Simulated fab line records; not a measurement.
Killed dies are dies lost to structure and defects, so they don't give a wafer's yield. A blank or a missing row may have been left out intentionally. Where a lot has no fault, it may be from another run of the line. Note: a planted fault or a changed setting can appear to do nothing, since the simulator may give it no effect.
Matching of chambers | flow gf180mcu | cmp-02 running GF_V4_CMP_04: 4 sister chambers
The step polishes SiO2. 4 wafers are shown with their chamber, then 9 later ones without.

WAFERS, EACH WITH ITS CHAMBER
wafer  | chamber | time to endpoint s (s)
L090.5 | 2       | 79
L091.1 | 1       | 80
L091.2 | 0       | 81
L091.4 | 3       | 83

WAFERS MISSING THEIR CHAMBER
wafer  | time to endpoint s (s)
L092.2 | 66
L092.4 | 72
L092.6 | 73
L096.3 | 76
L096.4 | 85
L096.6 | 85
L097.1 | 79
L097.3 | 81
L097.4 | 74

CHAMBER TAKEN BY EACH
wafer  | from the rows above               | in truth
L092.2 | can't be placed: 2 or 1 or 0 or 3 | 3
L092.4 | can't be placed: 2 or 1 or 0 or 3 | 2
L092.6 | can't be placed: 2 or 1 or 0 or 3 | 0
L096.3 | can't be placed: 2 or 1 or 0 or 3 | 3
L096.4 | can't be placed: 3 or 0 or 1 or 2 | 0
L096.6 | can't be placed: 3 or 0 or 1 or 2 | 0
L097.1 | can't be placed: 2 or 1 or 0 or 3 | 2
L097.3 | can't be placed: 0 or 1 or 2 or 3 | 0
L097.4 | can't be placed: 2 or 1 or 0 or 3 | 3
0 of 9 placed correctly. Not placeable from these rows: 9 (in 9, the candidates include the true chamber). Number placed wrongly: 0.
How it was worked out, from the rows above alone: a wafer's distance from a chamber is the root of the sum, over the readings, of the square of ((its reading less the chamber's mean) divided by the reading's scatter). The wafer belongs to the nearest chamber; if the next one is less than 2 further off, it can't be placed. For every chamber, the mean is computed from those of its wafers that are shown. The scatter: with one shown wafer a chamber, the root of the mean of the squares of how far each hidden wafer lies from its nearest shown one.
